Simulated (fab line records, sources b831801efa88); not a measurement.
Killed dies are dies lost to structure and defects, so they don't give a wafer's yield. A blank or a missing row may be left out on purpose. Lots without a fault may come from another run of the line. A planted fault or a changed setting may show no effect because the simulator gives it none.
Split-lot experiment | flow sfq_line | 5 lots, 23 wafers read, on a route of 325 steps

THE SPLIT
At SFQ_TRILAYER_JJ_TRILAYER_DEP_SPUTTER_112 (material Nb, target thk 170 nm, time 113.3 s), the setting time_s was moved away from the recipe's 113.3 s on 11 of the 23 wafers read, by -8.6% to +9.9%. The other wafers ran this setting at the recipe's value.

The file shows no step between the split and the reading.

THE READING
JJ_NB_RS, in ohm/sq, at SFQ_JJ_RS_MEAS_929 (measures by four-point-probe). Fault-free wafers of this fab line usually give 1.041 ohm/sq, standard deviation 0.012 ohm/sq.

wafer  | tool, chamber at the split | time_s as run, s | against the recipe | JJ_NB_RS, ohm/sq | against lot-mates on the recipe
L075.3 | pvd_sputter-06, -          | 113.3            | recipe             | 1.019            | -
L075.4 | pvd_sputter-06, -          | 113.3            | recipe             | 1.028            | -
L075.5 | pvd_sputter-06, -          | 113.3            | recipe             | 1.020            | -
L079.1 | pvd_sputter-03, -          | 107.9            | -4.8%              | 1.102            | +0.058
L079.2 | pvd_sputter-03, -          | 113.3            | recipe             | 1.039            | -
L079.4 | pvd_sputter-03, -          | 107.9            | -4.8%              | 1.111            | +0.067
L079.5 | pvd_sputter-03, -          | 107.9            | -4.8%              | 1.098            | +0.054
L079.6 | pvd_sputter-03, -          | 113.3            | recipe             | 1.050            | -
L080.1 | pvd_sputter-03, -          | 124.5            | +9.9%              | 0.946            | -0.110
L080.2 | pvd_sputter-03, -          | 113.3            | recipe             | 1.066            | -
L080.3 | pvd_sputter-03, -          | 113.3            | recipe             | 1.046            | -
L080.4 | pvd_sputter-03, -          | 124.5            | +9.9%              | 0.964            | -0.092
L080.5 | pvd_sputter-03, -          | 124.5            | +9.9%              | 0.950            | -0.106
L081.1 | pvd_sputter-03, -          | 113.3            | recipe             | 1.019            | -
L081.2 | pvd_sputter-03, -          | 113.3            | recipe             | 1.034            | -
L081.3 | pvd_sputter-03, -          | 119.6            | +5.6%              | 0.993            | -0.033
L081.5 | pvd_sputter-03, -          | 119.6            | +5.6%              | 0.967            | -0.059
L081.6 | pvd_sputter-03, -          | 119.6            | +5.6%              | 0.972            | -0.054
L083.2 | pvd_sputter-04, -          | 113.3            | recipe             | 1.043            | -
L083.3 | pvd_sputter-04, -          | 103.6            | -8.6%              | 1.140            | +0.095
L083.4 | pvd_sputter-04, -          | 113.3            | recipe             | 1.043            | -
L083.5 | pvd_sputter-04, -          | 103.6            | -8.6%              | 1.157            | +0.112
L083.6 | pvd_sputter-04, -          | 113.3            | recipe             | 1.048            | -

THE FIT
A straight line over all 23 wafers: JJ_NB_RS changes by -0.0107 ohm/sq for each +1% of time_s; r = -0.97; the points scatter about the line by 0.015 ohm/sq.
The same after taking each lot's own level away (the mean of its wafers on the recipe; 23 wafers): -0.0109 ohm/sq for each +1%; r = -0.99; scatter 0.009 ohm/sq.
On that fit, the largest move of time_s shifts the reading by 0.11 ohm/sq.
The lots' own levels span 1.0223 to 1.0560 ohm/sq, that is 2.8 times the standard deviation above.
So the lot-to-lot level changes the slope little: the two slopes agree.
Check: with one of the wafers moved furthest among these (+9.9%) left out of the fit, the line predicts -0.102 ohm/sq for it against its lot-mates. It came out at -0.11 ohm/sq against them.

OTHER SPLITS ON THESE WAFERS
These wafers also went through other splits before the reading. Each is held against what the fit with the lots' levels taken away leaves over:
other split on the same wafers                      | wafers away from the commonest value | r with JJ_NB_RS (lot level and that fit taken away)
SFQ_TRILAYER_I2_CMP_CMP_064 down_force_psi          | 12                                   | +0.15
SFQ_TRILAYER_I2_VIA_BARC_OPEN_VIA_ETCH_096 source_w | 10                                   | +0.06
SFQ_TRILAYER_M3_LITHO_PEB_078 peb_time_s            | 11                                   | -0.05
SFQ_TRILAYER_M3_BARC_OPEN_METAL_ETCH_100 time_s     | 7                                    | +0.15
SFQ_TRILAYER_I3_CMP_CMP_082 leave_above_ref_nm      | 6                                    | +0.48
SFQ_TRILAYER_I3_VIA_BARC_OPEN_VIA_ETCH_121 source_w | 8                                    | +0.21
SFQ_TRILAYER_M4_DEP_SPUTTER_091 time_s              | 8                                    | -0.24
SFQ_TRILAYER_M4_LITHO_COAT_093 resist_thk_nm        | 5                                    | +0.06
SFQ_TRILAYER_M4_ETCH_METAL_ETCH_096 time_s          | 8                                    | +0.25
SFQ_TRILAYER_I4_VIA_LITHO_COAT_108 spin_rpm         | 11                                   | +0.06

THE WHOLE CHAIN: every reading that the file lists as answering this split, in the file's order
step                                     | what it does                                 | reading                                                                                            | change (the file's fit)              | r (the file's)
SFQ_TRILAYER_JJ_TRILAYER_DEP_SPUTTER_112 | material Nb, target thk 170 nm, time 113.3 s | Nb_of_TRILAYER_JJ_TRILAYER_DEP_SPUTTER_112.thk_nm (the simulator's own value, which no gauge read) | +1.77 nm for each +1% of the setting | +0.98
SFQ_JJ_RS_MEAS_929                       | measures by four-point-probe                 | JJ_NB_RS                                                                                           | -0.011 for each +1% of the setting   | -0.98

THE FILE'S OWN FIT
JJ_NB_RS changes by -0.011 ohm/sq for each +1% of time_s, r = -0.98.
